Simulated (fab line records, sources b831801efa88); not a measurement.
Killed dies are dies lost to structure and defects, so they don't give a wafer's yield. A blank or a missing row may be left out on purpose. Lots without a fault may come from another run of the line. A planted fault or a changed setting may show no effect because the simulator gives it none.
Problem report in the 8D (eight disciplines) form, filled by code | flow sky130 | the parts of the form that need people (team, actions taken, sign-off) are left out

1. THE PROBLEM
killed_at_contacts at SKY_PAD_OPEN_PROBE_99 reads a mean of 262 on 6 wafers of 2 lots; wafers without a fault read 24 with a standard deviation of 5.4. That is +44 standard deviations from the usual mean.
First seen on wafer L940.1, day 48 06:52, on prober-02. The record holds 6 wafers of 2 lots with a number at this step. Rule for "out", or "out of limits": more than 4 standard deviations from the usual mean. The other wafers with a number count as sound.

2. WHAT IT IS AND WHAT IT IS NOT
question                    | is                                             | is not
which readings at this step | killed_at_contacts, killed_dies, killed_on_rim | killed_at_M4_up, killed_at_front_end, killed_at_other
which lots                  | L940, L941                                     | -
which wafers of those lots  | all that have a number                         | -
read on which tools         | prober-01, prober-02                           | -
when                        | from day 48 06:52                              | up to then (0 sound wafers)

3. SUSPECTS, AND WHAT RULES EACH OUT
Counting: a tool at a process step up to the reading stays a suspect if it ran every lot that is out and no sound lot after the first of them.
- cmp-01 at SKY_CONTACT_CMP_27 (polishes, stops on SiO2, t overpolish 15 s, target thk 0 nm): kept. It ran every lot that is out, first L940 (day 34 18:48), and no sound lot after that.
Left after counting: cmp-01 at SKY_CONTACT_CMP_27.

4. THE CAUSE (what the simulator had put in)
Chamber particle source: cmp-01, from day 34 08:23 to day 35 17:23, at SKY_CONTACT_CMP_27. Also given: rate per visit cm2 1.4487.
Counting left only this tool.

5. THE CHAIN OF EFFECTS, in route order
Each row: a reading whose mean over the struck wafers that have a number lies more than 3 standard deviations from the usual. Only readings for which the record gives a usual standard deviation are gone through. hours: the time from each lot's start at the first step in this table that gives one to its start at this step, as a median over the lots. sigmas: the change in usual standard deviations.
hours | step                  | reading            | usual | on struck wafers | change | sigmas
0     | SKY_PAD_OPEN_PROBE_99 | killed_at_contacts | 24    | 262              | +238   | +44
0     | SKY_PAD_OPEN_PROBE_99 | killed_dies        | 87    | 313              | +226   | +26
0     | SKY_PAD_OPEN_PROBE_99 | killed_on_rim      | 17    | 63               | +46    | +13
The process steps in it:
- SKY_PAD_OPEN_PROBE_99

6. WHAT WOULD HAVE CAUGHT IT SOONER
In this record the first reading out of limits was taken at day 48 06:52, 334 hours after the fault began at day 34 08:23.
Of the tool readings at SKY_CONTACT_CMP_27 for which the record gives a usual standard deviation, none was out on any struck wafer, so an alarm limit of 4 standard deviations on them would not have fired.
All the lots that are out (2) had begun SKY_CONTACT_CMP_27 on cmp-01 by day 48 06:52. A hold on the tool at that time would have spared none of them.
